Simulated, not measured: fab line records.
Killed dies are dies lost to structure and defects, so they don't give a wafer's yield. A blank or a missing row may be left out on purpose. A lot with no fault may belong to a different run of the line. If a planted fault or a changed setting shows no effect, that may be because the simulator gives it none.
Which tool is to blame? -- flow gf180mcu -- 42 wafers from 14 lots sampled at 3 of the route's 602 steps

## WHAT THE GAUGES SHOWED, per wafer
GF_PSD_OVL_MEAS_08.
lot,measured,on,PSD_OVL (nm)
L606,day 14 04:22,overlay-01,1.7 -0.5 1.4
L607,day 14 09:45,overlay-02,-0.9 -0.5 0.6
L608,day 14 18:40,overlay-01,-0.8 -1.9 -0.7
L610,day 15 10:53,overlay-01,0.5 0.2 0.2
L611,day 15 17:07,overlay-01,0.8 1.4 2.1
L613,day 16 17:36,overlay-02,2.7 2.6 2.5
L618,day 18 17:07,overlay-01,-1.6 -1.7 -2.2
L619,day 18 22:49,overlay-01,1.6 1.3 0.8
L622,day 19 22:16,overlay-01,-1.6 -2.5 -2.4
L621,day 20 02:40,overlay-01,1.6 0.3 -0.5
L624,day 20 11:41,overlay-01,0.1 0.5 -1.0
L626,day 21 03:54,overlay-01,-0.3 -1.7 -2.6
L628,day 21 23:34,overlay-01,-1.1 -2.4 -1.1
L629,day 22 10:19,overlay-01,1.1 0.9 0.7

GF_SAB_THK_MEAS_01.
lot,measured,on,SAB_CVD_00_THK (nm)
L606,day 14 05:06,filmMetro-02,49.8 48.6 50.1
L607,day 14 10:35,filmMetro-03,49.3 49.6 50.7
L608,day 14 19:25,filmMetro-02,49.7 49.6 51.3
L610,day 15 11:38,filmMetro-02,49.3 50.0 50.1
L611,day 15 17:53,filmMetro-02,49.7 50.0 51.6
L613,day 16 18:26,filmMetro-02,49.7 50.6 50.1
L618,day 18 17:52,filmMetro-03,48.2 49.6 49.3
L619,day 18 23:35,filmMetro-03,49.8 50.5 49.9
L622,day 19 23:01,filmMetro-01,49.5 49.3 49.8
L621,day 20 03:24,filmMetro-01,49.0 50.7 50.8
L624,day 20 12:25,filmMetro-02,49.5 49.4 50.4
L626,day 21 04:39,filmMetro-02,47.9 49.1 50.4
L628,day 22 00:23,filmMetro-01,49.6 48.8 49.8
L629,day 22 11:06,filmMetro-03,49.3 49.4 49.1

## EACH LOT AND THE TOOL THAT RAN IT (in order: tool; ch and the chambers of the sampled wafers; start)
lot,GF_POLY_GATE_ETCH_12
L606,"rieDiel-01 ch 1,2, day 9 03:12"
L607,"rieDiel-02 ch 0,2, day 9 09:21"
L608,"rieDiel-02 ch 0,1,2, day 9 17:24"
L610,"rieDiel-01 ch 1,3, day 10 06:14"
L611,"rieDiel-01 ch 0,1,2, day 10 12:45"
L613,"rieDiel-01 ch 2,3, day 11 05:29"
L618,"rieDiel-02 ch 2,3, day 12 23:21"
L619,"rieDiel-02 ch 0,2, day 13 05:08"
L622,"rieDiel-02 ch 0,2,3, day 14 00:03"
L621,"rieDiel-02 ch 0,2, day 14 04:23"
L624,"rieDiel-03 ch 1,2, day 14 10:53"
L626,"rieDiel-03 ch 1,2,3, day 15 01:20"
L628,"rieDiel-01 ch 0,1,2, day 15 18:09"
L629,"rieDiel-01 ch 0,1,3, day 16 08:30"
- GF_POLY_GATE_ETCH_12: etches BARC in N2/H2.

## WHAT THE TOOLS THEMSELVES READ (means of the sampled wafers that have a number; where no wafer has one, the mark that the record gives instead)
GF_POLY_GATE_ETCH_12.
lot,tool,biasW (W),drypumpMotorCurrentA (A),oesProductAu (a.u.),throttleValvePct (%)
L606,rieDiel-01,100.0,6.0,0.739,13.208
L607,rieDiel-02,100.1,5.2,0.731,13.212
L608,rieDiel-02,99.9,5.3,0.736,13.210
L610,rieDiel-01,100.3,5.8,0.738,13.224
L611,rieDiel-01,93.6,5.7,0.734,13.213
L613,rieDiel-01,93.9,6.4,0.735,13.211
L618,rieDiel-02,100.1,5.8,0.733,13.213
L619,rieDiel-02,99.8,5.1,0.732,13.211
L622,rieDiel-02,100.0,5.6,0.735,13.218
L621,rieDiel-02,100.2,5.2,0.735,13.218
L624,rieDiel-03,100.1,5.3,0.737,13.216
L626,rieDiel-03,100.0,5.5,0.735,13.207
L628,rieDiel-01,100.0,5.7,0.734,13.218
L629,rieDiel-01,100.2,5.8,0.736,13.214

## THE ANSWER, worked out from the rows above alone
Rule: the usual values come from the lots themselves. The widest of any qualifying gaps counts: lots, ordered by their means at a reading, are off when they make up no more than a third of the lots, leave a main group of 4 or more, and stand apart from it by 3 or more times the standard deviation of that group's means. Not used: any main group whose means are identical at the precision the tables above print for the reading. A lot without any number at a reading at which 4 lots or more have one is off too. Where the step has rows for the other lots, those lots are counted as sound. Order of review: gauges by route order, followed by the tools' own readings, for which a lot's mean as printed above is used. The first step at which some lot is off is used, and at that step the reading that is off furthest; a lot without a number counts as furthest.
Off: L611, L613 (GF_POLY_GATE_ETCH_12, biasW). Main group: mean 100.1 W, sd 0.13.
A tool fits if, at that step or a process step before it, it ran every lot that is off, and no sound lot after the first of them. No candidate that was tried fits.

## WHAT THE SIMULATOR HAD PUT IN
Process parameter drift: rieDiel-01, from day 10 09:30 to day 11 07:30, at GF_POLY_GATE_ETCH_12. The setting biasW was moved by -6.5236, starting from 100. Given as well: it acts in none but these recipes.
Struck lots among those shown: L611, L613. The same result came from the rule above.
